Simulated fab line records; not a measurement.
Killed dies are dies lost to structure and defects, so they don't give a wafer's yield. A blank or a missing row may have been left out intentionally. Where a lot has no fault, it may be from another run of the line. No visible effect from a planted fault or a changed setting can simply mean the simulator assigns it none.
Chamber matching    flow sky130    cmp-02 running SKY_FIELD_ISO_CMP_27: 4 sister chambers
The step polishes, stops on Si3N4, t overpolish 16 s, target thk 457.8 nm. 18 wafers are shown with their chamber, then 9 later ones without.

== EACH WAFER AND ITS CHAMBER ==
wafer   chamber  motor-current-A (A)  time-to-endpoint-s (s)  overpolish-run-s (s)
L225.1  0        11.9                 108                     16.007
L225.2  1        12.2                 108                     16.000
L225.3  3        13.0                 114                     16.001
L226.1  3        13.2                 110                     15.998
L226.3  2        10.3                 119                     16.016
L226.4  1        12.2                 109                     15.995
L227.1  3        12.9                 115                     16.001
L227.2  0        11.4                 108                     16.002
L227.4  1        12.9                 113                     16.006
L228.1  0        12.3                 110                     15.985
L228.2  3        13.3                 113                     16.005
L228.5  1        13.2                 115                     16.017
L229.4  2        10.5                 111                     16.009
L229.5  2        10.9                 112                     15.995
L229.6  3        13.1                 111                     16.000
L230.2  3        13.0                 115                     16.020
L230.3  1        12.7                 113                     16.008
L230.6  2        10.4                 119                     15.988

SIGNATURES (means of the wafers above)
reading             chamber 0  chamber 1  chamber 2  chamber 3  scatter within a chamber
motor-current-A     11.867     12.640     10.525     13.083     0.327
time-to-endpoint-s  108.67     111.60     115.25     113.00     2.89
overpolish-run-s    15.99800   16.00520   16.00200   16.00417   0.00986
Rule: a wafer lies at a distance from a chamber equal to the root of the sum of squares, over the readings, of (its reading less the chamber's mean, divided by the reading's scatter). If the next closest chamber is less than 2 further off than the closest, the wafer can't be placed; otherwise it belongs to the closest. How the scatter is found: for the shown wafers, subtract from each reading the mean of its chamber, square and add these, divide the total by (wafers less chambers), then take the root.

== WAFERS WITHOUT THEIR CHAMBER ==
wafer   motor-current-A (A)  time-to-endpoint-s (s)  overpolish-run-s (s)
L242.2  11.1                 114                     15.989
L242.3  13.6                 108                     16.012
L242.6  12.5                 111                     15.997
L247.2  12.8                 114                     16.000
L247.3  10.5                 117                     16.012
L247.6  10.7                 121                     16.000
L248.1  13.0                 117                     15.997
L248.2  11.9                 109                     15.998
L248.3  10.9                 118                     15.999

== WHICH CHAMBER EACH ONE RAN IN ==
wafer   from the rows above           in truth
L242.2  can't be placed: 2 or 0       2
L242.3  can't be placed: 3 or 1       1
L242.6  can't be placed: 1 or 3 or 0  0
L247.2  can't be placed: 3 or 1       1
L247.3  2                             2
L247.6  2                             2
L248.1  can't be placed: 3 or 1       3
L248.2  0                             0
L248.3  2                             2
Placed correctly: 4 of 9. Unplaceable from these rows: 5, with the true chamber sitting among the candidates in 5. Wrongly placed: 0.
